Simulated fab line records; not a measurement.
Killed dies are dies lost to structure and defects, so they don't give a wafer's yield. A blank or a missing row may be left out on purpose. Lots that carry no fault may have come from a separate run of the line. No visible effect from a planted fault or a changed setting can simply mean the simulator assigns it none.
Check for tools in common | flow sky130 | 12 lots, 36 wafers sampled

## REASON IT WAS OPENED
At SKY_VIA3_THK_MEAS_01 the reading VIA3_HDPCVD_THK is flagged on 2 of 12 lots. Wafers without a fault read 1632 nm, standard deviation 19.
Rule: a lot is flagged in two cases, either no wafer of it has a number, or all its wafers with numbers fall more than 4 standard deviations from that mean. The other lots count as sound.

lot  | measured     | on           | VIA3_HDPCVD_THK (nm), wafer by wafer | flag
L506 | day 39 01:02 | filmMetro-02 | 1644 1644 1614                       | 
L507 | day 39 06:14 | filmMetro-02 | 1623 1638 1614                       | 
L512 | day 41 05:56 | filmMetro-02 | 1622 1639 1635                       | 
L514 | day 41 06:57 | filmMetro-02 | 3112 3119 3102                       | FLAGGED
L515 | day 41 09:42 | filmMetro-04 | 3134 3122 3138                       | FLAGGED
L518 | day 42 16:02 | filmMetro-04 | 1642 1611 1646                       | 
L519 | day 42 16:23 | filmMetro-04 | 1631 1619 1633                       | 
L520 | day 43 00:23 | filmMetro-01 | 1619 1627 1638                       | 
L525 | day 44 05:10 | filmMetro-02 | 1633 1647 1631                       | 
L526 | day 44 14:38 | filmMetro-04 | 1620 1637 1621                       | 
L527 | day 44 19:52 | filmMetro-01 | 1627 1644 1640                       | 
L528 | day 45 01:21 | filmMetro-04 | 1660 1660 1645                       | 
The mean of the flagged lots' numbers is 3121 nm, +1489 nm from the usual (+78 standard deviations).

## WHICH TOOL RAN EACH LOT
Before the reading, the record contains 3 process steps out of a 708-step route. Cell contents, in order: the tool; ch with the chambers the sampled wafers went through; the start.
lot  | flag    | SKY_CAPM_SPUTTER_02         | SKY_CAPM_METAL_ETCH_13           | SKY_VIA3_HDPCVD_00
L506 |         | pvdSputter-02, day 36 19:24 | rieMetal-02 ch 0, day 37 22:04   | hdpcvd-01 ch 1,2, day 39 00:51
L507 |         | pvdSputter-02, day 37 00:42 | rieMetal-04 ch 0, day 38 02:47   | hdpcvd-02 ch 0,1,2, day 39 06:03
L512 |         | pvdSputter-01, day 39 03:01 | rieMetal-02 ch 0,1, day 40 03:26 | hdpcvd-01 ch 0,1,2, day 41 05:46
L514 | FLAGGED | pvdSputter-03, day 39 05:00 | rieMetal-02 ch 0,1, day 40 04:41 | hdpcvd-02 ch 1,2, day 41 06:47
L515 | FLAGGED | pvdSputter-02, day 39 08:13 | rieMetal-04 ch 0,1, day 40 07:47 | hdpcvd-02 ch 0,1, day 41 09:32
L518 |         | pvdSputter-01, day 40 14:29 | rieMetal-02 ch 0, day 41 14:26   | hdpcvd-01 ch 0,1,2, day 42 15:52
L519 |         | pvdSputter-02, day 40 15:14 | rieMetal-03 ch 1, day 41 15:20   | hdpcvd-01 ch 0,2, day 42 16:13
L520 |         | pvdSputter-03, day 40 23:22 | rieMetal-02 ch 0,1, day 41 23:11 | hdpcvd-01 ch 0,1,2, day 43 00:13
L525 |         | pvdSputter-02, day 42 06:50 | rieMetal-03 ch 0,1, day 43 05:26 | hdpcvd-01 ch 0,2, day 44 04:59
L526 |         | pvdSputter-03, day 42 15:34 | rieMetal-02 ch 0,1, day 43 13:56 | hdpcvd-01 ch 0,1,2, day 44 14:28
L527 |         | pvdSputter-02, day 42 19:32 | rieMetal-02 ch 0,1, day 43 18:56 | hdpcvd-01 ch 0,1,2, day 44 19:42
L528 |         | pvdSputter-02, day 43 02:37 | rieMetal-02 ch 0,1, day 44 01:08 | hdpcvd-02 ch 0,2, day 45 01:11
What is done by these steps:
- SKY_CAPM_SPUTTER_02: material TiN, target thk 200 nm, time 166.7 s.
- SKY_CAPM_METAL_ETCH_13: etches TiN in Cl2/BCl3, stops on SiO2, target depth 220 nm, time 62.9 s.
- SKY_VIA3_HDPCVD_00: deposits SiO2, target thk 1635 nm, time 272.5 s.
- SKY_VIA3_THK_MEAS_01

## FLAGGED OVER TOTAL, TOOL BY TOOL (the gauges that took the reading come last)
step                   | tool          | lots run | flagged | share of the flagged lots | sound lots run after its first flagged lot
SKY_CAPM_SPUTTER_02    | pvdSputter-01 | 2        | 0       | none                      | -
SKY_CAPM_SPUTTER_02    | pvdSputter-02 | 7        | 1       | some                      | 4 (L519,L525,L527,L528)
SKY_CAPM_SPUTTER_02    | pvdSputter-03 | 3        | 1       | some                      | 2 (L520,L526)
SKY_CAPM_METAL_ETCH_13 | rieMetal-02   | 8        | 1       | some                      | 5 (L518,L520,L526,L527,L528)
SKY_CAPM_METAL_ETCH_13 | rieMetal-03   | 2        | 0       | none                      | -
SKY_CAPM_METAL_ETCH_13 | rieMetal-04   | 2        | 1       | some                      | 0
SKY_VIA3_HDPCVD_00     | hdpcvd-01     | 8        | 0       | none                      | -
SKY_VIA3_HDPCVD_00     | hdpcvd-02     | 4        | 2       | all                       | 1 (L528)
SKY_VIA3_THK_MEAS_01   | filmMetro-01  | 2        | 0       | none                      | -
SKY_VIA3_THK_MEAS_01   | filmMetro-02  | 5        | 1       | some                      | 1 (L525)
SKY_VIA3_THK_MEAS_01   | filmMetro-04  | 5        | 1       | some                      | 4 (L518,L519,L526,L528)

## THE TABLE: WHAT IT ALLOWS
In the table, 1 row covers all flagged lots: hdpcvd-02 at SKY_VIA3_HDPCVD_00.
- hdpcvd-02 at SKY_VIA3_HDPCVD_00 ran 4 lots, 2 of them flagged. After the first flagged lot (L528), sound lots still ran on it; a lasting fault on the whole tool would not permit that.
None of the table's rows ran every flagged lot and, after the first, no sound lot.

## WHAT THE SIMULATOR PUT IN
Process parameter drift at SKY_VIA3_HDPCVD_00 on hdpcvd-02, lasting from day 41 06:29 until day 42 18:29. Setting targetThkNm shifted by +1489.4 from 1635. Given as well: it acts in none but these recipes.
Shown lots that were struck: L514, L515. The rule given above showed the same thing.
